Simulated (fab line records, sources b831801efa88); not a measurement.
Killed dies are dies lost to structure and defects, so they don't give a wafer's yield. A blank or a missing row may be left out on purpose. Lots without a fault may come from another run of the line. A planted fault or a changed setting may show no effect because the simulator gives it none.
A struck lot beside a sound one | flow sky130 | 36 steps out of a route of 708
Sound: wafers L473.4, L473.5, L473.6. Struck: wafer L479.1. (L479.4, L479.6 of the same lot were not struck and are left out.) The cause comes at the end.
At each step with rows: each side's tool, then ch and its chambers, then its first start. Under that, the readings that differ: sound wafers | struck wafers | difference of the means | sigmas: that difference in standard deviations of wafers without a fault.
alike: readings whose means differ by less than 2 such deviations, and words and numbers that are the same on both sides. not compared: withheld readings, readings that some wafer has no value for, bounds like >300 that may hide the same value, and numbers for which the record gives no deviation and whose values overlap.
The two part at a step that has a row with sigmas, a row that says differs or no value, or rows on one side only. Numbers that don't overlap but have no deviation are shown without sigmas and don't part them. A reading that every wafer of one side lacks parts them only if that side has two wafers or more.

first, 8 steps without rows for these wafers: SKY_VIA3_ETCH_14 (etches BARC in N2/H2, stops on SiO2, time 45.9 s, target depth 60 nm); SKY_VIA3_ETCH_15 (etches SiO2 in C4F8/O2/Ar, stops on TiN, target depth 507 nm, time 78 s); SKY_VIA3_STRIP_16 (strips in O2/N2); SKY_VIA3_STRIP_17 (strips in post etch residue remover, time 1200 s); SKY_VIA3_CLEAN_18 (cleans in IPA, time 180 s); SKY_VIA3_CLEAN_19 (cleans in O3/DIW); SKY_VIA3_SPUTTER_20 (material TiN, target thk 20 nm, time 80 s); SKY_VIA3_CVD_21 (deposits W, target thk 390 nm, time 117.31 s).
SKY_VIA3_CMP_24: polishes, stops on SiO2, t overpolish 20 s, target thk 0 nm.
  sound on cmp-01 ch 0,1, day 41 23:17; struck on cmp-01 ch 2, day 43 12:05
  reading                                  | sound                | struck | difference | sigmas
  overpolish_run_s (s)                     | 20.011 19.998 20.011 | 19.984 | -0.023     | -3
  time_to_endpoint_s (s)                   | 100.8 99.7 89.2      | 49.3   | -47.3      | -16
  model.SiO2_of_VIA3_HDPCVD_00.thk_nm (nm) | 469.9 469.2 469.7    | 466.8  | -2.8       |
  alike: motor_current_A
then, 25 steps without rows for these wafers: SKY_METAL4_SPUTTER_00 (material Ti, target thk 15 nm, time 10 s); SKY_METAL4_SPUTTER_01 (material TiN, target thk 20 nm, time 16.7 s); SKY_METAL4_SPUTTER_02 (material AlCu, target thk 735 nm, time 39.1 s); SKY_METAL4_SPUTTER_03 (material Ti, target thk 5 nm, time 3.3 s); SKY_METAL4_SPUTTER_04 (material TiN, target thk 70 nm, time 58.3 s); SKY_CAP2M_CVD_00 (deposits SiO2, target thk 15.5 nm); SKY_CAP2M_SPUTTER_02 (material TiN, target thk 200 nm, time 166.7 s); SKY_CAP2M_DEHYDRATE_05 (time 60 s); SKY_CAP2M_HMDS_06 (prime time 60 s); SKY_CAP2M_COAT_07 (resist thk 1140 nm); SKY_CAP2M_SOFTBAKE_08 (time 60 s); SKY_CAP2M_EXPOSE_09 (exposes mask CAP2M, target cd 1000 nm); SKY_CAP2M_PEB_10; SKY_CAP2M_DEVELOP_11 (develop time 60 s); SKY_CAP2M_METAL_ETCH_13 (etches TiN in Cl2/BCl3, stops on SiO2, target depth 220 nm, time 62.9 s); SKY_CAP2M_STRIP_14 (strips in O2/N2); SKY_CAP2M_STRIP_15 (strips in post etch residue remover, time 1200 s); SKY_CAP2M_CLEAN_16 (cleans in IPA, time 180 s); SKY_CAP2M_CLEAN_17 (cleans in O3/DIW); SKY_METAL4_DEHYDRATE_05 (time 60 s); SKY_METAL4_HMDS_06 (prime time 60 s); SKY_METAL4_COAT_07 (resist thk 60 nm); SKY_METAL4_COAT_08 (resist thk 1140 nm); SKY_METAL4_SOFTBAKE_09 (time 90 s); SKY_METAL4_EXPOSE_10 (exposes mask MM4, target cd 300 nm).
SKY_METAL4_METAL_ETCH_18: etches the open film in Cl2/BCl3, stops on SiO2, target depth 845 nm, time 183.1 s.
  sound on rie_metal-01 ch 0,1, day 43 22:51; struck on rie_metal-04 ch 1, day 45 09:47
  reading                                  | sound             | struck | difference                   | sigmas
  rf_hours_counter_h (h)                   | - - -             | 17     | no value on the sound wafers |
  model.SiO2_of_VIA3_HDPCVD_00.thk_nm (nm) | 444.4 443.9 443.9 | 441.9  | -2.2                         |
  alike: drypump_motor_current_A, oes_product_au, throttle_valve_pct
-- the record jumps here: 4 days lie between the struck wafers' starts before and after (it left off in module METAL4 and takes up again in module PAD_OPEN, whose first step shown is number 708 of the route) --
SKY_PAD_OPEN_PROBE_99:
  sound on prober-02, day 47 16:45; struck on prober-02, day 48 22:34
  alike: defect_limited_yield, killed_at_M0_to_M3, killed_at_M4_up, killed_at_contacts, killed_at_front_end, killed_at_other, killed_dies, killed_open, killed_short, sort_bin_3_pad_short, sort_bin_5_function, sort_bin_6_memory, sort_n_pass, sort_yield_pct

WHERE THEY PART
First at SKY_VIA3_CMP_24; last, within this record, at SKY_METAL4_METAL_ETCH_18. Later steps at which nothing parts them and some readings are alike: SKY_PAD_OPEN_PROBE_99.

WHY: what the simulator had put in
Process parameter drift: cmp-01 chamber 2, from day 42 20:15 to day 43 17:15, at SKY_VIA3_CMP_24. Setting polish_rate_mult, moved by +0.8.
